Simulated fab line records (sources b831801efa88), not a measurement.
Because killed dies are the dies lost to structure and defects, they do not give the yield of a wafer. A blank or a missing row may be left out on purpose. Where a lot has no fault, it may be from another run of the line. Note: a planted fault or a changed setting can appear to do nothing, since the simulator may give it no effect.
fab line records	flow sfq-line
[record] lots = 13	wafers = 39	last-day = 87
route steps=325 shown M1@69 M3@131 I3@134
lots that met no fault: taken from a fault-free run of the same line
start-h: hours from the record's opening day to when the first of the lot's shown wafers began	wait-h: time in hours since the lot's previous step	" identical to the entry in the row above	L1.1+2: a single row standing in for several wafers	- no value, or no start was given	* or withheld: withheld	< > ~ a bound
route shown NAME@n: NAME is a module with steps in the file, n the number in the route of the first one	usual: average and standard deviation across the fault-free wafers	same: alike in all rows	chamber/n: place in a boat	sites: readings site by site	_std_site: their standard deviation	_edge_site: inner sites' mean taken away from outer sites' mean	radius-mm: how far each site lies from the wafer's centre	mask NAME#n: copy n	behind: the most recent tool/chamber to have shaped the wafer	hold: what put the lot on hold/how long, in hours/how the hold closed	device: transistor that didn't switch, given as n, p or np	end of line: tests of these same wafers at the route's end	a step without rows: its recipe alone	killed: count of dies lost to structure and defects at first sort (not the wafer's yield)	map: a wafer's dies, x killed, . not, _ none there
set.NAME: setting as actually run; set.NAME@STEP: the setting as run at that earlier step	model.NAME: the simulator's own value behind a step, which no gauge read
one table for each step of the route and one row for each wafer, over a sample of lots
services: a tool's chamber out of use, with start hour (start-h, from the record's first day; less than 0 if before it), hours out, and reason
[[steps]]
[step SFQ_TRILAYER_M1_BARC_OPEN_METAL_ETCH_054]
[recipe] mask-material = PR	chemistry = O2	target-depth-nm = 125	target = BARC	icp-w = 600	bias-w = 80	pressure-mtorr = 10	time-s = 41.7
[usual] drypump-motor-current-A = 5.7/0.33	oes-product-au = 0.686/0.0049	rf-fwd-power-W = 594/3.2
[same] time-s = 41.7
lot.wafer	tool	chamber	start-h	wait-h	drypump-motor-current-A	oes-product-au	rf-fwd-power-W	rf-hours-counter-h
L143.1	rie-metal-03	1	411.91	0.0	5.9	0.684	592	57
L143.3	"	1	"	"	5.9	0.684	591	-
L143.4	"	1	"	"	6.0	0.685	593	-
L144.2	rie-metal-02	0	414.31	0.0	5.6	0.680	597	63
L144.4	"	1	"	"	5.7	0.687	590	-
L144.6	"	1	"	"	5.7	0.691	587	-
L145.2	rie-metal-02	1	432.77	0.0	5.8	0.686	588	155
L145.5	"	0	"	"	5.7	0.682	595	-
L145.6	"	1	"	"	5.7	0.695	585	-
L147.1	rie-metal-03	0	465.13	0.0	5.9	0.687	598	3
L147.2	"	1	"	"	6.0	0.687	591	69
L147.4	"	0	"	"	5.9	0.695	594	-
L148.2	rie-metal-03	0	472.33	0.0	5.9	0.689	594	4
L148.4	"	0	"	"	5.9	0.691	598	-
L148.6	"	0	"	"	5.9	0.695	596	-
L149.2	rie-metal-03	0	492.85	0.0	5.9	0.686	594	8
L149.4	"	1	"	"	5.9	0.684	594	-
L149.6	"	1	"	"	5.9	0.692	593	-
L150.3	rie-metal-04	1	494.07	0.0	5.8	0.685	597	-
L150.4	"	0	"	"	5.0	0.681	595	-
L150.5	"	1	"	"	5.8	0.672	594	-
L152.3	rie-metal-04	1	503.67	0.0	5.8	0.684	596	-
L152.4	"	0	"	"	5.0	0.685	595	-
L152.5	"	1	"	"	5.8	0.691	595	-
L153.1	rie-metal-03	0	510.85	0.0	5.9	0.686	596	11
L153.3	"	1	"	"	6.0	0.686	591	-
L153.6	"	0	"	"	5.9	0.671	599	-
L154.1	rie-metal-04	0	518.05	0.0	5.0	0.691	593	143
L154.4	"	0	"	"	5.0	0.684	593	-
L154.6	"	0	"	"	5.0	0.679	598	-
L162.2	rie-metal-02	0	748.77	0.0	5.6	0.682	596	109
L162.3	"	0	"	"	5.6	0.686	595	-
L162.4	"	1	"	"	5.7	0.691	591	-
L163.1	rie-metal-03	1	755.49	0.0	6.0	0.683	593	114
L163.3	"	1	"	"	6.0	0.685	591	-
L163.5	"	0	"	"	5.9	0.685	597	-
L165.2	rie-metal-04	1	763.89	0.0	5.8	0.686	594	109
L165.5	"	1	"	"	5.8	0.693	596	-
L165.6	"	0	"	"	5.0	0.694	595	-
[step SFQ_TRILAYER_M1_STRIP_STRIP_043]
[recipe] gas = O2	power-w = 200	platen-temp-c = 40	overash-fraction = 0.65	chemistry = O2	pressure-mtorr = 50
[usual] drypump-motor-current-A = 5.7/0.33	oes-product-au = 0.998/0.011
lot.wafer	tool	chamber	start-h	wait-h	drypump-motor-current-A	oes-product-au	rf-hours-counter-h
L143.1	rie-metal-03	1	412.28	0.2	6.0	1.017	58
L143.3	"	1	"	"	6.0	1.010	-
L143.4	"	1	"	"	6.0	1.022	-
L144.2	rie-metal-02	0	414.49	0.1	5.6	1.004	63
L144.4	"	1	"	"	5.8	0.990	-
L144.6	"	1	"	"	5.7	0.977	-
L145.2	rie-metal-02	1	432.95	0.1	5.8	0.979	155
L145.5	"	0	"	"	5.7	0.999	-
L145.6	"	1	"	"	5.7	0.987	-
L147.1	rie-metal-03	0	465.31	0.1	5.9	0.984	3
L147.2	"	1	"	"	5.9	1.017	69
L147.4	"	0	"	"	5.9	0.982	-
L148.2	rie-metal-03	0	472.51	0.1	5.9	0.992	5
L148.4	"	0	"	"	5.9	0.988	-
L148.6	"	0	"	"	5.9	1.000	-
L149.2	rie-metal-03	0	493.04	0.1	5.9	0.987	8
L149.4	"	1	"	"	6.0	1.013	-
L149.6	"	1	"	"	6.0	1.016	-
L150.3	rie-metal-04	1	494.44	0.2	5.8	0.992	-
L150.4	"	0	"	"	5.0	0.992	-
L150.5	"	1	"	"	5.8	0.982	-
L152.3	rie-metal-04	1	504.04	0.2	5.8	1.000	-
L152.4	"	0	"	"	5.0	1.000	-
L152.5	"	1	"	"	5.8	0.999	-
L153.1	rie-metal-03	0	511.04	0.1	5.9	0.992	11
L153.3	"	1	"	"	6.0	1.020	-
L153.6	"	0	"	"	5.9	0.990	-
L154.1	rie-metal-04	0	518.42	0.2	5.0	0.997	143
L154.4	"	0	"	"	5.0	1.003	-
L154.6	"	0	"	"	5.0	1.005	-
L162.2	rie-metal-02	0	748.95	0.1	5.7	1.001	109
L162.3	"	0	"	"	5.7	0.993	-
L162.4	"	1	"	"	5.8	0.989	-
L163.1	rie-metal-03	1	755.67	0.1	6.0	0.992	114
L163.3	"	1	"	"	6.0	0.994	-
L163.5	"	0	"	"	5.9	0.979	-
L165.2	rie-metal-04	1	764.07	0.1	5.8	0.996	109
L165.5	"	1	"	"	5.8	1.008	-
L165.6	"	0	"	"	5.0	1.017	-
[step SFQ_TRILAYER_M3_STRIP_STRIP_079]
[recipe] gas = O2	power-w = 200	platen-temp-c = 40	overash-fraction = 0.65	chemistry = O2	pressure-mtorr = 50
[usual] drypump-motor-current-A = 5.63/0.29	oes-product-au = 1.000/0.012
lot.wafer	tool	chamber	start-h	wait-h	drypump-motor-current-A	oes-product-au	rf-hours-counter-h
L143.1	rie-metal-04	1	1018.01	0.1	5.84	0.999	0
L143.3	"	1	"	"	5.82	1.002	-
L143.4	"	0	"	"	5.03	1.004	-
L144.2	rie-metal-04	0	1020.41	0.1	5.01	1.010	53
L144.4	"	0	"	"	5.03	1.010	-
L144.6	"	1	"	"	5.80	0.999	-
L145.2	rie-metal-02	1	1037.21	0.1	5.76	0.979	65
L145.5	"	1	"	"	5.74	0.972	-
L145.6	"	0	"	"	5.61	1.013	-
L147.1	rie-metal-02	0	1072.13	0.1	5.65	1.005	13
L147.2	"	1	"	"	5.76	0.987	70
L147.4	"	0	"	"	5.62	1.008	-
L148.2	rie-metal-02	0	1075.73	0.1	5.61	0.999	14
L148.4	"	0	"	"	5.63	0.990	-
L148.6	"	1	"	"	5.77	0.977	-
L149.2	rie-metal-04	0	1093.73	0.1	5.03	1.017	64
L149.4	"	0	"	"	5.02	1.027	-
L149.6	"	0	"	"	5.02	1.009	-
L150.3	rie-metal-04	0	1098.73	0.2	5.01	1.010	-
L150.4	"	1	"	"	5.85	1.007	-
L150.5	"	1	"	"	5.85	1.006	-
L152.3	rie-metal-02	1	1107.31	0.2	5.78	0.989	-
L152.4	"	0	"	"	5.63	1.017	-
L152.5	"	1	"	"	5.76	0.988	-
L153.1	rie-metal-02	0	1113.11	0.1	5.62	0.998	20
L153.3	"	0	"	"	5.61	0.999	-
L153.6	"	1	"	"	5.74	0.977	-
L154.1	rie-metal-02	0	1116.71	0.1	5.60	1.009	21
L154.4	"	1	"	"	5.74	0.980	-
L154.6	"	1	"	"	5.77	0.992	-
L162.2	rie-metal-02	1	1192.56	0.1	5.74	0.979	87
L162.3	"	0	"	"	5.63	0.996	-
L162.4	"	1	"	"	5.78	0.983	-
L163.1	rie-metal-02	0	1196.16	0.1	5.59	1.005	31
L163.3	"	1	"	"	5.74	0.972	-
L163.5	"	0	"	"	5.64	1.007	-
L165.2	rie-metal-04	0	1205.76	0.1	5.01	1.017	80
L165.5	"	1	"	"	5.83	1.016	-
L165.6	"	0	"	"	5.02	1.014	-
[step SFQ_TRILAYER_I3_CMP_CMP_082]
[recipe] material = SiO2	down-force-psi = 3	platen-rpm = 60	pad-velocity-m-s = 0.94248
[usual] motor-current-A = 10.0/1.5	time-to-endpoint-s = 218/7.1
lot.wafer	tool	chamber	start-h	wait-h	motor-current-A	time-to-endpoint-s
L143.3	cmp-02	1	1019.36	0.5	11.9	219
L143.4	"	2	"	"	9.6	220
L143.1	"	3	"	"	9.1	210
L144.2	cmp-01	2	1021.76	0.5	7.7	206
L144.4	"	0	1022.76	1.5	8.6	212
L144.6	"	2	1023.76	2.5	8.2	204
L145.2	cmp-01	1	1039.06	1.0	10.1	208
L145.6	"	3	1040.06	2.0	12.2	210
L145.5	"	0	"	"	8.3	208
L147.4	cmp-02	2	1076.77	3.8	9.0	224
L147.2	"	0	1077.84	4.9	10.1	212
L147.1	"	1	"	"	11.8	212
L148.4	cmp-02	1	1080.00	3.4	11.0	219
L148.2	"	3	1081.00	4.5	9.4	211
L148.6	"	1	1082.00	5.4	11.5	215
L149.2	cmp-01	1	1096.88	2.3	9.6	218
L149.4	"	2	"	"	8.2	223
L149.6	"	1	1098.88	4.3	11.0	222
L150.4	cmp-02	2	1104.30	4.9	9.3	222
L150.3	"	3	"	"	8.9	218
L150.5	"	1	1105.80	6.4	11.7	221
L152.4	cmp-01	2	1117.39	9.4	8.4	215
L152.3	"	0	1118.39	10.5	8.7	212
L152.5	"	2	1119.39	11.4	8.0	213
L153.3	cmp-01	1	1123.89	10.0	10.4	205
L153.1	"	3	1124.89	11.0	12.6	218
L153.6	"	0	"	"	8.5	224
L154.1	cmp-02	2	1128.30	10.8	9.4	215
L154.4	"	3	"	"	9.6	224
L154.6	"	1	1129.80	12.2	10.9	281
L162.3	cmp-01	2	1198.63	5.2	8.0	217
L162.4	"	3	"	"	13.1	233
L162.2	"	0	"	"	8.4	212
L163.3	cmp-01	2	1201.63	4.6	7.8	209
L163.1	"	3	"	"	12.8	220
L163.5	"	1	1203.13	6.1	9.7	219
L165.2	cmp-02	2	1209.80	3.2	9.1	219
L165.6	"	3	"	"	9.1	224
L165.5	"	0	"	"	10.3	223
[step SFQ_TRILAYER_I3_METRO_MEASURE_083]
[usual] thk-nm = 200.3/0.99
lot.wafer	tool	chamber	start-h	wait-h	thk-nm
L143.1	film-metro-03	-	1021.98	0.1	200.0
L143.3	"	-	"	"	199.4
L143.4	"	-	"	"	200.8
L144.2	film-metro-02	-	1024.58	0.3	199.8
L144.4	"	-	"	"	199.9
L144.6	"	-	"	"	200.5
L145.2	film-metro-03	-	1041.38	0.3	199.0
L145.5	"	-	"	"	198.9
L145.6	"	-	"	"	198.8
L147.1	film-metro-01	-	1080.12	0.1	199.5
L147.2	"	-	"	"	199.9
L147.4	"	-	"	"	200.3
L148.2	film-metro-02	-	1083.32	0.3	200.1
L148.4	"	-	"	"	201.6
L148.6	"	-	"	"	200.6
L149.2	film-metro-02	-	1099.70	0.3	201.0
L149.4	"	-	"	"	198.4
L149.6	"	-	"	"	201.1
L150.3	film-metro-02	-	1106.82	0.5	200.3
L150.4	"	-	"	"	199.3
L150.5	"	-	"	"	201.0
L152.3	film-metro-01	-	1120.91	0.5	197.5
L152.4	"	-	"	"	198.3
L152.5	"	-	"	"	198.0
L153.1	film-metro-02	-	1126.51	0.1	200.3
L153.3	"	-	"	"	200.0
L153.6	"	-	"	"	200.3
L154.1	film-metro-02	-	1130.42	0.1	200.8
L154.4	"	-	"	"	201.9
L154.6	"	-	"	"	306.5
L162.2	film-metro-01	-	1201.45	0.3	199.0
L162.3	"	-	"	"	199.7
L162.4	"	-	"	"	199.9
L163.1	film-metro-03	-	1204.25	0.1	200.5
L163.3	"	-	"	"	201.0
L163.5	"	-	"	"	201.0
L165.2	film-metro-02	-	1211.62	0.3	201.0
L165.5	"	-	"	"	200.4
L165.6	"	-	"	"	202.5
[step SFQ_TRILAYER_I3_VIA_ETCH_VIA_ETCH_088]
[recipe] target = SiO2	stop-on = Nb	mask-material = PR	taper-deg = 20	chemistry = CHF3	target-depth-nm = 260	source-w = 500	bias-w = 80	pressure-mtorr = 30	time-s = withheld
[usual] drypump-motor-current-A = 5.7/0.49	oes-product-au = 0.856/0.0053	rf-fwd-power-W = 498.5/1.8
lot.wafer	tool	chamber	start-h	wait-h	drypump-motor-current-A	oes-product-au	rf-fwd-power-W
L143.1	rie-diel-03	2	1025.58	0.0	6.7	0.856	502.6
L143.3	"	1	"	"	5.2	0.856	495.8
L143.4	"	1	"	"	5.2	0.861	498.2
L144.2	rie-diel-03	3	1027.90	0.0	6.3	0.851	496.4
L144.4	"	2	"	"	6.7	0.860	499.7
L144.6	"	1	"	"	5.3	0.854	498.3
L145.2	rie-diel-03	0	1046.59	0.0	6.1	0.851	494.1
L145.5	"	3	"	"	6.3	0.849	497.3
L145.6	"	2	"	"	6.7	0.855	499.7
L147.1	rie-diel-02	0	1083.92	0.0	5.6	0.850	498.9
L147.2	"	2	"	"	6.0	0.852	499.4
L147.4	"	3	"	"	5.5	0.859	499.2
L148.2	rie-diel-04	1	1086.64	0.0	6.0	0.849	498.5
L148.4	"	0	"	"	5.3	0.867	499.3
L148.6	"	3	"	"	5.4	0.849	498.5
L149.2	rie-diel-02	3	1236.70	0.0	5.6	0.852	496.5
L149.4	"	2	"	"	6.0	0.857	499.2
L149.6	"	2	"	"	6.0	0.861	496.7
L150.3	rie-diel-03	0	1242.70	0.0	6.1	0.857	495.2
L150.4	"	1	"	"	5.3	0.844	500.6
L150.5	"	1	"	"	5.2	0.853	499.4
L152.3	rie-diel-04	1	1249.90	0.0	6.0	0.857	503.6
L152.4	"	0	"	"	5.3	0.845	499.9
L152.5	"	1	"	"	6.0	0.845	502.1
L153.1	rie-diel-03	2	1257.10	0.0	6.7	0.856	499.5
L153.3	"	0	"	"	6.1	0.855	496.6
L153.6	"	2	"	"	6.7	0.857	498.4
L154.1	rie-diel-04	1	1260.70	0.0	6.0	0.851	501.7
L154.4	"	3	"	"	5.4	0.860	499.1
L154.6	"	0	"	"	5.3	1.006	498.1
L162.2	rie-diel-02	0	1324.30	0.0	5.6	0.855	498.1
L162.3	"	1	"	"	5.0	0.855	498.6
L162.4	"	3	"	"	5.5	0.861	496.7
L163.1	rie-diel-03	0	1325.50	0.0	6.1	0.853	497.6
L163.3	"	3	"	"	6.3	0.861	499.6
L163.5	"	0	"	"	6.1	0.855	496.8
L165.2	rie-diel-02	1	1335.03	0.0	4.9	0.859	497.8
L165.5	"	0	"	"	5.6	0.853	502.0
L165.6	"	3	"	"	5.5	0.864	499.1
[[services]]
tool	chamber	start-h	hours	kind
rie-metal-04	1	508.93	13.8	repair
rie-metal-02	-	510.72	4.3	pm
rie-metal-04	0	620.99	2.5	repair
rie-metal-02	-	657.77	2.6	repair
rie-metal-04	-	676.44	28.1	pm
rie-metal-04	-	759.05	4.3	pm
rie-metal-02	-	800.98	2.8	pm
rie-metal-02	1	827.57	4.6	repair
rie-metal-03	-	850.24	2.8	pm
rie-metal-02	-	909.64	1.3	repair
rie-metal-03	1	937.22	29.3	repair
rie-metal-02	-	961.00	14.6	pm
rie-metal-04	0	974.09	9.8	repair
rie-metal-04	-	1031.07	0.6	repair
rie-metal-02	1	1039.39	2.0	repair
rie-metal-04	1	1064.22	2.4	repair
rie-metal-03	0	1098.19	3.3	repair
rie-metal-02	-	1104.41	0.8	repair
rie-metal-03	-	1108.47	14.6	pm
rie-metal-03	-	1139.38	0.2	repair
rie-metal-04	1	1162.59	5.6	repair
rie-metal-02	0	1309.85	4.2	repair
rie-metal-04	-	1310.47	0.2	repair
rie-metal-02	-	1323.88	0.4	repair
[[key]]
[first-sign] step = SFQ_TRILAYER_I3_CMP_CMP_082	reading = time-to-endpoint-s	direction = up	sigmas = 8.9	usual = *	struck = *
[effect] step = SFQ_TRILAYER_I3_METRO_MEASURE_083	reading = thk-nm	direction = up	sigmas = 99+	usual = 200.3	struck = 306.5
[effect] step = SFQ_TRILAYER_I3_VIA_ETCH_VIA_ETCH_088	reading = oes-product-au	direction = up	sigmas = 29	usual = 0.856	struck = 1.006
met-at SFQ_TRILAYER_I3_CMP_CMP_082
struck-lots L154
struck-wafers L154.6
not-acting-at SFQ_TRILAYER_M1_BARC_OPEN_METAL_ETCH_054,SFQ_TRILAYER_M1_STRIP_STRIP_043,SFQ_TRILAYER_M3_STRIP_STRIP_079
onset-between 1104.30 1128.30
[fault] kind = process-parameter-drift	tool = cmp-02	chamber = 1	onset-h = 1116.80	steps = SFQ_TRILAYER_I3_CMP_CMP_082	channel = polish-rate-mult	offset = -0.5	shape = step	end-h = 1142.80
